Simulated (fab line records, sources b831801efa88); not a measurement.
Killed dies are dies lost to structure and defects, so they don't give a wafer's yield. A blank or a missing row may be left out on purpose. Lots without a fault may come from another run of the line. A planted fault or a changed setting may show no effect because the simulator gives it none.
Chamber matching | flow gf180mcu | GF_V4_CMP_04 on cmp-01: 4 sister chambers
The step polishes SiO2. 7 wafers are shown with their chamber, then 7 later ones without.

WAFERS WITH THEIR CHAMBER
wafer  | chamber | motor_current_A (A) | time_to_endpoint_s (s)
L170.5 | 0       | 12.7                | 85
L175.5 | 3       | 15.8                | 88
L176.1 | 2       | 12.1                | 63
L176.5 | 0       | 12.2                | 73
L176.6 | 1       | 11.9                | 81
L184.2 | 2       | 11.9                | 75
L184.3 | 1       | 11.6                | 86

WAFERS WITHOUT THEIR CHAMBER
wafer  | motor_current_A (A) | time_to_endpoint_s (s)
L184.5 | 12.0                | 88
L185.2 | 11.6                | 90
L185.5 | 16.0                | 91
L185.6 | 12.2                | 87
L187.3 | 12.3                | 74
L187.4 | 11.9                | 74
L187.6 | 12.4                | 75

WHICH CHAMBER EACH WENT THROUGH
wafer  | from the rows above          | in truth
L184.5 | can't be placed: 1 or 0 or 2 | 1
L185.2 | 1                            | 1
L185.5 | 3                            | 3
L185.6 | can't be placed: 0 or 1 or 2 | 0
L187.3 | can't be placed: 0 or 2 or 1 | 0
L187.4 | can't be placed: 2 or 1 or 0 | 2
L187.6 | can't be placed: 0 or 2      | 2
Placed correctly: 2 of 7. Can't be placed from these rows: 5 (the true chamber is among the candidates in 5). Placed wrongly: 0.
How it was worked out, from the rows above alone: a wafer's distance from a chamber is the root of the sum, over the readings, of the square of ((its reading less the chamber's mean) divided by the reading's scatter). The wafer belongs to the nearest chamber; if the next one is less than 2 further off, it can't be placed. A chamber's mean is the mean of its shown wafers. The scatter: the root of (the sum of the squares of (reading less its chamber's mean) over the shown wafers, divided by (wafers less chambers)).
